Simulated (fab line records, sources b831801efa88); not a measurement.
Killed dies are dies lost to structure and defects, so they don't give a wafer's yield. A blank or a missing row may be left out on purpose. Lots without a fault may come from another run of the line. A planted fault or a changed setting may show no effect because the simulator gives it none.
Chamber matching | flow gf180mcu | GF_STI_CMP_25 on cmp-02: 4 sister chambers
The step polishes, stops on Si3N4, t overpolish 33 s, target thk 524.6 nm. 4 wafers are shown with their chamber, then 8 later ones without.

WAFERS WITH THEIR CHAMBER
wafer  | chamber | motor_current_A (A)
L556.3 | 3       | 13.4
L562.3 | 1       | 10.9
L562.5 | 0       | 13.7
L565.1 | 2       | 12.3

WAFERS WITHOUT THEIR CHAMBER
wafer  | motor_current_A (A)
L565.2 | 13.3
L565.4 | 10.5
L566.1 | 11.6
L566.3 | 13.7
L566.4 | 14.2
L570.1 | 13.5
L570.2 | 11.0
L570.4 | 13.3

WHICH CHAMBER EACH WENT THROUGH
wafer  | from the rows above     | in truth
L565.2 | can't be placed: 3 or 0 | 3
L565.4 | 1                       | 1
L566.1 | can't be placed: 1 or 2 | 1
L566.3 | can't be placed: 0 or 3 | 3
L566.4 | can't be placed: 0 or 3 | 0
L570.1 | can't be placed: 3 or 0 | 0
L570.2 | 1                       | 1
L570.4 | can't be placed: 3 or 0 | 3
Placed correctly: 2 of 8. Can't be placed from these rows: 6 (the true chamber is among the candidates in 6). Placed wrongly: 0.
How it was worked out, from the rows above alone: a wafer's distance from a chamber is the root of the sum, over the readings, of the square of ((its reading less the chamber's mean) divided by the reading's scatter). The wafer belongs to the nearest chamber; if the next one is less than 2 further off, it can't be placed. A chamber's mean is the mean of its shown wafers. The scatter: with one shown wafer a chamber, the root of the mean of the squares of how far each hidden wafer lies from its nearest shown one.
